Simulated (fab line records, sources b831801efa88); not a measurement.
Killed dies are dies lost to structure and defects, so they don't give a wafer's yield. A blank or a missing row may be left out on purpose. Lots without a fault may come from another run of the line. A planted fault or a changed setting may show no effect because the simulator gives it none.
Which tool did it? | flow sky130 | 24 lots, 72 wafers sampled, at 1 step of a route of 708

WHAT THE GAUGES READ, wafer by wafer
SKY_VIA2_BOW_MEAS_03. Usual: VIA2_BOW 85 um, standard deviation 8.2.
lot  | measured     | on            | VIA2_BOW (um) | flag
L074 | day 35 07:38 | film_metro-03 | 82 80 84      |
L075 | day 35 10:40 | film_metro-01 | 79 78 77      |
L077 | day 36 01:36 | film_metro-01 | 84 73 96      |
L076 | day 36 03:13 | film_metro-01 | 77 81 80      |
L078 | day 36 05:55 | film_metro-02 | 86 88 75      |
L079 | day 36 17:50 | film_metro-02 | 90 98 87      |
L080 | day 38 01:56 | film_metro-02 | 91 87 83      |
L082 | day 38 03:06 | film_metro-03 | 81 82 82      |
L081 | day 38 04:04 | film_metro-03 | 84 80 69      |
L083 | day 38 06:11 | film_metro-02 | 81 96 93      |
L084 | day 38 09:35 | film_metro-03 | 73 83 79      |
L085 | day 38 11:59 | film_metro-02 | 78 78 74      |
L086 | day 38 23:05 | film_metro-03 | 84 89 83      |
L087 | day 39 07:49 | film_metro-02 | 81 88 90      |
L088 | day 39 14:49 | film_metro-02 | 79 88 79      |
L089 | day 39 16:38 | film_metro-01 | 76 74 78      |
L090 | day 39 23:47 | film_metro-01 | 89 90 81      |
L091 | day 40 05:44 | film_metro-02 | 49 69 68      |
L092 | day 40 18:53 | film_metro-03 | 89 78 101     |
L093 | day 40 22:34 | film_metro-03 | 96 93 95      |
L094 | day 41 02:03 | film_metro-02 | 91 85 91      |
L095 | day 41 10:41 | film_metro-03 | 95 96 82      |
L096 | day 41 16:40 | film_metro-01 | 78 87 86      |
L097 | day 41 21:38 | film_metro-03 | 94 81 91      |

WHICH TOOL RAN EACH LOT (tool, then ch and the chambers of the sampled wafers, then the start)
The record holds no process step before these readings.

WHAT THE TOOLS THEMSELVES READ (means of the sampled wafers that have a number; where no wafer has one, the mark that the record gives instead)
The record holds no such reading with a usual standard deviation.

THE ANSWER, worked out from the rows above alone
Rule: a lot is off if the mean of its wafers that have a number lies more than 3 standard deviations from the usual mean. A lot without any number at a reading at which 4 lots or more have one is off too. The other lots that the step has rows for count as sound. The gauges are gone through in route order, then the tools' own readings, and for those a lot's mean is taken as printed above. The first step at which some lot is off is used, and at that step the reading that is off furthest; a lot without a number counts as furthest.
No lot is off at any reading shown: from this, nothing can be told.

WHAT THE SIMULATOR HAD PUT IN
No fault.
